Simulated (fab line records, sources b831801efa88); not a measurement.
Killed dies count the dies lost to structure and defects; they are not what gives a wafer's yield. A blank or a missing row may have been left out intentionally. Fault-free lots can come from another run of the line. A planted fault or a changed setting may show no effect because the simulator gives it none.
Chamber matching / flow sky130 / SKY_VIA3_CMP_24 on cmp-01 has 4 sister chambers
The step polishes, stops on SiO2, t overpolish 20 s, target thk 0 nm. 8 wafers are shown with their chamber, then 7 later ones without.

## WAFERS PAIRED WITH THEIR CHAMBERS
wafer=L141.4; chamber=1; motorCurrentA (A)=11.4; timeToEndpointS (s)=89
wafer=L141.5; chamber=2; motorCurrentA (A)=12.0; timeToEndpointS (s)=97
wafer=L142.1; chamber=3; motorCurrentA (A)=12.1; timeToEndpointS (s)=91
wafer=L144.1; chamber=0; motorCurrentA (A)=9.6; timeToEndpointS (s)=101
wafer=L144.3; chamber=3; motorCurrentA (A)=13.4; timeToEndpointS (s)=90
wafer=L144.5; chamber=1; motorCurrentA (A)=11.2; timeToEndpointS (s)=102
wafer=L154.1; chamber=2; motorCurrentA (A)=12.2; timeToEndpointS (s)=96
wafer=L154.5; chamber=0; motorCurrentA (A)=9.9; timeToEndpointS (s)=95

## WAFERS WITH NO CHAMBER GIVEN
wafer=L154.6; motorCurrentA (A)=12.0; timeToEndpointS (s)=89
wafer=L156.2; motorCurrentA (A)=11.0; timeToEndpointS (s)=96
wafer=L156.5; motorCurrentA (A)=10.7; timeToEndpointS (s)=96
wafer=L156.6; motorCurrentA (A)=9.8; timeToEndpointS (s)=96
wafer=L159.1; motorCurrentA (A)=8.6; timeToEndpointS (s)=97
wafer=L159.3; motorCurrentA (A)=12.8; timeToEndpointS (s)=91
wafer=L159.4; motorCurrentA (A)=12.2; timeToEndpointS (s)=104

## WHICH CHAMBER EACH ONE RAN IN
wafer=L154.6; from the rows above=can't be placed: 2 or 3 or 1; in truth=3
wafer=L156.2; from the rows above=can't be placed: 1 or 2 or 0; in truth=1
wafer=L156.5; from the rows above=can't be placed: 1 or 0 or 2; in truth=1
wafer=L156.6; from the rows above=0; in truth=0
wafer=L159.1; from the rows above=0; in truth=0
wafer=L159.3; from the rows above=can't be placed: 3 or 2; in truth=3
wafer=L159.4; from the rows above=can't be placed: 2 or 1 or 3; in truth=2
2 of 7 placed correctly. Unplaceable from these rows: 5, with the true chamber sitting among the candidates in 5. Number placed wrongly: 0.
How it was worked out, from the rows above alone: a wafer's distance from a chamber is the root of the sum, over the readings, of the square of ((its reading less the chamber's mean) divided by the reading's scatter). If the next closest chamber is less than 2 further off than the closest, the wafer can't be placed; otherwise it belongs to the closest. Each chamber's mean is taken over the wafers shown for it. The scatter: the root of (the sum of the squares of (reading less its chamber's mean) over the shown wafers, divided by (wafers less chambers)).
